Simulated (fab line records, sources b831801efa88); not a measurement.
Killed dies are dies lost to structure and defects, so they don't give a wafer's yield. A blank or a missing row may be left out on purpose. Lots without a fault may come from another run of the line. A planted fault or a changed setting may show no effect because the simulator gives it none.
Chamber matching | flow sky130 | SKY_VIA2_CMP_24 on cmp-02: 4 sister chambers
The step polishes, stops on SiO2, t overpolish 20 s, target thk 0 nm. 4 wafers are shown with their chamber, then 7 later ones without.

WAFERS WITH THEIR CHAMBER
wafer  | chamber | motor_current_A (A)
L676.5 | 3       | 12.5
L677.2 | 1       | 10.1
L678.3 | 2       | 10.0
L678.5 | 0       | 11.4

WAFERS WITHOUT THEIR CHAMBER
wafer  | motor_current_A (A)
L678.6 | 11.9
L686.3 | 11.3
L686.4 | 10.3
L686.6 | 10.6
L692.4 | 12.2
L692.5 | 10.1
L692.6 | 10.8

WHICH CHAMBER EACH WENT THROUGH
wafer  | from the rows above          | in truth
L678.6 | can't be placed: 0 or 3      | 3
L686.3 | 0                            | 0
L686.4 | can't be placed: 1 or 2      | 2
L686.6 | can't be placed: 1 or 2 or 0 | 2
L692.4 | can't be placed: 3 or 0      | 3
L692.5 | can't be placed: 1 or 2      | 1
L692.6 | can't be placed: 0 or 1 or 2 | 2
Placed correctly: 1 of 7. Can't be placed from these rows: 6 (the true chamber is among the candidates in 6). Placed wrongly: 0.
How it was worked out, from the rows above alone: a wafer's distance from a chamber is the root of the sum, over the readings, of the square of ((its reading less the chamber's mean) divided by the reading's scatter). The wafer belongs to the nearest chamber; if the next one is less than 2 further off, it can't be placed. A chamber's mean is the mean of its shown wafers. The scatter: with one shown wafer a chamber, the root of the mean of the squares of how far each hidden wafer lies from its nearest shown one.
